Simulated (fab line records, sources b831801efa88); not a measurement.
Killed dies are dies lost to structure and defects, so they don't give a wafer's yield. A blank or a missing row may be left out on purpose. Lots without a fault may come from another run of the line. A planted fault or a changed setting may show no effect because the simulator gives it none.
One fault seen from 2 desks | flow sky130 | each desk has only its own numbers; what lay behind them comes last

THE TOOL OWNER'S DESK: cvd_w-01
The tool's own readings at SKY_VIA1_CVD_21 (deposits W, target thk 270 nm, time 80.902 s): means of the sampled wafers that have a number, for each lot that ran on this tool. A lot is out of limits, marked OUT, if its mean lies more than 4 standard deviations from the usual mean; the brackets give that distance.
Columns: A = heater_power_w at SKY_VIA1_CVD_21, usual 787 W
lot  | first seen here | A
L149 | day 34 19:31    | 809
L150 | day 35 01:57    | 806
L154 | day 36 13:18    | 808
L156 | day 36 23:51    | 813
L157 | day 37 09:38    | 770
L163 | day 39 00:14    | 772
L164 | day 39 05:46    | 819
This desk's finding: nothing out of limits on any of the 7 lots.

THE METROLOGY DESK
What the gauges read, lot by lot, whatever tool the lot ran on: means of the sampled wafers that have a number. A lot is out of limits, marked OUT, if its mean lies more than 4 standard deviations from the usual mean; the brackets give that distance.
Columns: A = POLY_GATE_CVD_00_THK at SKY_POLY_GATE_THK_MEAS_01, usual 179.4 nm; B = VIA1_W_RS at SKY_VIA1_RS_MEAS_22, usual 0.427 ohm/sq; C = VIA1_W_THK at SKY_VIA1_THK_MEAS_23, usual 272 nm
lot  | first seen here | A     | B               | C
L149 | day 14 16:41    | 181.5 | 0.427           | 275
L150 | day 15 00:02    | 175.8 | 0.427           | 276
L151 | day 15 09:36    | 177.5 | 0.429           | 267
L154 | day 16 15:07    | 179.9 | 0.430           | 273
L156 | day 17 04:08    | 177.4 | 0.425           | 269
L155 | day 17 06:34    | 180.5 | 0.432           | 266
L157 | day 17 12:11    | 182.0 | 0.421           | 271
L163 | day 19 12:28    | 182.0 | 0.533 (+26) OUT | 221 (-12) OUT
L164 | day 19 17:40    | 179.9 | 0.480 (+13) OUT | 245 (-6.4) OUT
L171 | day 22 05:50    | 177.2 | 0.426           | 276
This desk's finding: out of limits on L163, L164; first on L163, day 39 00:20 (VIA1_W_RS at SKY_VIA1_RS_MEAS_22). In limits: L149, L150, L151, L154, L156, L155, L157, L171.

PUT TOGETHER
The metrology desk could have raised an alarm at day 39 00:20, on L163, L164.
The tool owner's desk saw nothing out of limits.
The tool owner's desk has L163, L164 on record, within its limits.
Of the lots named, all ran SKY_VIA1_CVD_21 on cvd_w-01.

WHAT THE SIMULATOR HAD PUT IN
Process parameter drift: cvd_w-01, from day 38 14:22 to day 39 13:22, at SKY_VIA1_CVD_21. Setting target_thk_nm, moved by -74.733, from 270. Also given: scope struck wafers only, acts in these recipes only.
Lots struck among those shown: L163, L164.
Hours from the fault's start to each desk's first reading out of limits: the metrology desk, 10.
